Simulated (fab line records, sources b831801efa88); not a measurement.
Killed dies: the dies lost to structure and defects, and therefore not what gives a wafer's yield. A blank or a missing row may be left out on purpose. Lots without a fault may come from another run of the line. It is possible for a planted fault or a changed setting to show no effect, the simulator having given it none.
Chamber matching + flow gf180mcu + rie_diel-01 running GF_HV_LDD_ETCHBACK_58: 4 sister chambers
The step etches Si3N4 in CH3F/O2, stops on SiO2, time 100 s, target depth 90 nm. 8 wafers are shown with their chamber, then 8 later ones without.

## WAFERS PAIRED WITH THEIR CHAMBERS
| wafer  | chamber | oes_product_au (a.u.) | ch3f_flow_sccm (sccm) |
|--------|---------|-----------------------|-----------------------|
| L233.4 | 1       | 0.838                 | 39.96                 |
| L233.6 | 0       | 0.832                 | 39.94                 |
| L240.1 | 0       | 0.840                 | 40.19                 |
| L240.3 | 1       | 0.844                 | 39.87                 |
| L243.2 | 3       | 0.838                 | 40.10                 |
| L243.4 | 2       | 0.838                 | 40.07                 |
| L243.5 | 2       | 0.830                 | 40.16                 |
| L244.2 | 3       | 0.845                 | 40.04                 |

## WAFERS WITH NO CHAMBER GIVEN
| wafer  | oes_product_au (a.u.) | ch3f_flow_sccm (sccm) |
|--------|-----------------------|-----------------------|
| L244.3 | 0.840                 | 39.97                 |
| L244.6 | 0.852                 | 40.08                 |
| L248.3 | 0.843                 | 40.03                 |
| L248.4 | 0.830                 | 39.97                 |
| L248.5 | 0.846                 | 39.96                 |
| L249.2 | 0.844                 | 39.80                 |
| L249.4 | 0.848                 | 40.02                 |
| L249.5 | 0.848                 | 39.98                 |

## EACH ONE'S CHAMBER
| wafer  | from the rows above               | in truth |
|--------|-----------------------------------|----------|
| L244.3 | can't be placed: 1 or 3 or 0 or 2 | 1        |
| L244.6 | can't be placed: 3 or 1 or 0 or 2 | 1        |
| L248.3 | can't be placed: 3 or 1 or 0 or 2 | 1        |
| L248.4 | can't be placed: 0 or 2 or 1 or 3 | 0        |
| L248.5 | can't be placed: 1 or 3 or 0 or 2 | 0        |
| L249.2 | can't be placed: 1 or 3 or 0      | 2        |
| L249.4 | can't be placed: 3 or 1 or 0 or 2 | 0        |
| L249.5 | can't be placed: 1 or 3 or 0 or 2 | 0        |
Correctly placed: 0 of 8. Unplaceable from these rows: 8, with the true chamber sitting among the candidates in 7. Placed wrongly: 0.
How it was worked out, from the rows above alone: a wafer's distance from a chamber is the root of the sum, over the readings, of the square of ((its reading less the chamber's mean) divided by the reading's scatter). The wafer belongs to the nearest chamber; if the next one is less than 2 further off, it can't be placed. The mean given for a chamber averages the wafers shown for that chamber. How the scatter is found: for the shown wafers, subtract from each reading the mean of its chamber, square and add these, divide the total by (wafers less chambers), then take the root.
